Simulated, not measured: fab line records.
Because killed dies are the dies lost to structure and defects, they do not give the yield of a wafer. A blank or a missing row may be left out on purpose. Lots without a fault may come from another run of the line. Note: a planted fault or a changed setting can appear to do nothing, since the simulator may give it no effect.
Check of tool commonality ; flow gf180mcu ; 39 wafers sampled across 13 lots

## WHY IT WAS OPENED
2 of 13 lots carry a flag on the reading LVPWELL_RS at GF_VT_IMPLANT_RS_MEAS_48. Wafers without a fault read 1196.6 ohm/sq, standard deviation 2.9.
Rule: flag the lot when none of its wafers has a number, or when each of its wafers that has one lies beyond 4 standard deviations from that mean. As for the other lots, they are considered sound.

lot;measured;on;LVPWELL_RS (ohm/sq), wafer by wafer;flag
L169;day 7 16:03;film_metro-01;1193.8 1195.2 1197.6;
L170;day 7 20:40;film_metro-01;1192.8 1194.8 1197.0;
L171;day 8 02:47;film_metro-01;1200.2 1194.3 1192.4;
L174;day 8 19:06;film_metro-02;1201.3 1196.8 1203.2;
L175;day 9 02:05;film_metro-02;1192.3 1198.2 1198.9;
L176;day 9 10:22;film_metro-01;1196.2 1195.6 1194.6;
L180;day 10 13:01;film_metro-03;1260.8 1258.9 1262.0;FLAGGED
L181;day 10 17:52;film_metro-01;1197.8 1194.2 1198.2;
L182;day 10 23:28;film_metro-01;1265.4 1263.5 1263.2;FLAGGED
L187;day 12 18:17;film_metro-03;1196.4 1199.7 1198.6;
L188;day 13 08:25;film_metro-02;1196.3 1194.3 1199.3;
L190;day 13 11:55;film_metro-03;1197.1 1193.6 1192.9;
L191;day 13 17:25;film_metro-02;1202.5 1198.2 1198.5;
Average over the flagged lots: 1262.3 ohm/sq; offset from the usual +65.7 ohm/sq, equal to +23 standard deviations.

## LOT BY LOT: THE TOOL USED
The record holds 1 process step before the reading, out of a route of 602 steps. Each cell gives the tool, then ch followed by the chambers the sampled wafers passed through, then the start.
lot;flag;GF_LVPWELL_IMPLANT_08
L169;;implanter-04 ch 0, day 4 01:09
L170;;implanter-01 ch 0, day 4 04:53
L171;;implanter-04 ch 0, day 4 10:15
L174;;implanter-01 ch 0, day 5 00:18
L175;;implanter-03 ch 0, day 5 05:39
L176;;implanter-03 ch 0, day 5 11:21
L180;FLAGGED;implanter-03 ch 0, day 6 10:05
L181;;implanter-01 ch 0, day 6 15:09
L182;FLAGGED;implanter-03 ch 0, day 6 18:00
L187;;implanter-01 ch 0, day 8 05:25
L188;;implanter-04 ch 0, day 8 17:45
L190;;implanter-04 ch 0, day 8 19:43
L191;;implanter-03 ch 0, day 9 00:27
What the steps here do:
- GF_LVPWELL_IMPLANT_08
- GF_VT_IMPLANT_RS_MEAS_48: measures by four-point-probe.

## FLAGGED AGAINST TOTAL, ONE TOOL AT A TIME (gauges that did the reading follow at the end)
step;tool;lots run;flagged;share of the flagged lots;sound lots run after its first flagged lot
GF_LVPWELL_IMPLANT_08;implanter-01;4;0;none;-
GF_LVPWELL_IMPLANT_08;implanter-03;5;2;all;1 (L191)
GF_LVPWELL_IMPLANT_08;implanter-04;4;0;none;-
GF_VT_IMPLANT_RS_MEAS_48;film_metro-01;6;1;some;0
GF_VT_IMPLANT_RS_MEAS_48;film_metro-02;4;0;none;-
GF_VT_IMPLANT_RS_MEAS_48;film_metro-03;3;1;some;2 (L187,L190)

## THE TABLE: WHAT IT ALLOWS
In the table, 1 row covers all flagged lots: implanter-03 at GF_LVPWELL_IMPLANT_08.
- implanter-03 at GF_LVPWELL_IMPLANT_08 ran 5 lots, 2 of them flagged. Sound lots ran on it after the first flagged one (L191), which a lasting fault on the whole tool wouldn't allow. Its own readings (dose_ions_cm2, faraday_current_uA) fall more than 4 standard deviations out on all wafers of the flagged lots.
None of the table's rows ran every flagged lot and, after the first, no sound lot.

## WHAT WAS PUT IN BY THE SIMULATOR
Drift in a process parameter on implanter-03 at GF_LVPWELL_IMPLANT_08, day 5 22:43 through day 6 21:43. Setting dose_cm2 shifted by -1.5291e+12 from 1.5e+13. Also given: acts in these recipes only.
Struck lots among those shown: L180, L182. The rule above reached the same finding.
